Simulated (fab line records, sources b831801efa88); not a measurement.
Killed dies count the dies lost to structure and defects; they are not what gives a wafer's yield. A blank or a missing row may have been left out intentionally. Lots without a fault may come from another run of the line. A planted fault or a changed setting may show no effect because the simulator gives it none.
Chamber matching ; flow gf180mcu ; 3 sister chambers for GF_CONTACT_CVD_02 on pecvd-01
The step deposits SiO2 from TEOS, target thk 860 nm, time 95.992 s. 6 wafers are shown with their chamber, then 8 later ones without.

WAFERS PAIRED WITH THEIR CHAMBERS
wafer;chamber;heater-power-w (W)
L117.5;1;596
L122.5;0;619
L124.3;0;557
L124.4;1;539
L124.5;2;721
L128.1;2;609

WAFERS WHOSE CHAMBER IS MISSING
wafer;heater-power-w (W)
L128.2;513
L128.6;530
L130.1;540
L130.2;588
L130.6;464
L131.1;626
L131.3;472
L131.4;483

EACH ONE'S CHAMBER
wafer;from the rows above;in truth
L128.2;can't be placed: 1 or 0 or 2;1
L128.6;can't be placed: 1 or 0 or 2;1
L130.1;can't be placed: 1 or 0 or 2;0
L130.2;can't be placed: 0 or 1 or 2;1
L130.6;can't be placed: 1 or 0 or 2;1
L131.1;can't be placed: 0 or 2 or 1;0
L131.3;can't be placed: 1 or 0 or 2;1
L131.4;can't be placed: 1 or 0 or 2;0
0 of 8 placed correctly. Unplaceable from these rows: 8, with the true chamber sitting among the candidates in 8. Wrongly placed: 0.
How it was worked out, from the rows above alone: a wafer's distance from a chamber is the root of the sum, over the readings, of the square of ((its reading less the chamber's mean) divided by the reading's scatter). The wafer belongs to the nearest chamber; if the next one is less than 2 further off, it can't be placed. The mean given for a chamber averages the wafers shown for that chamber. The scatter: take each reading less its chamber's mean, square it, sum over the shown wafers, divide by the number of wafers less the number of chambers, and take the root.
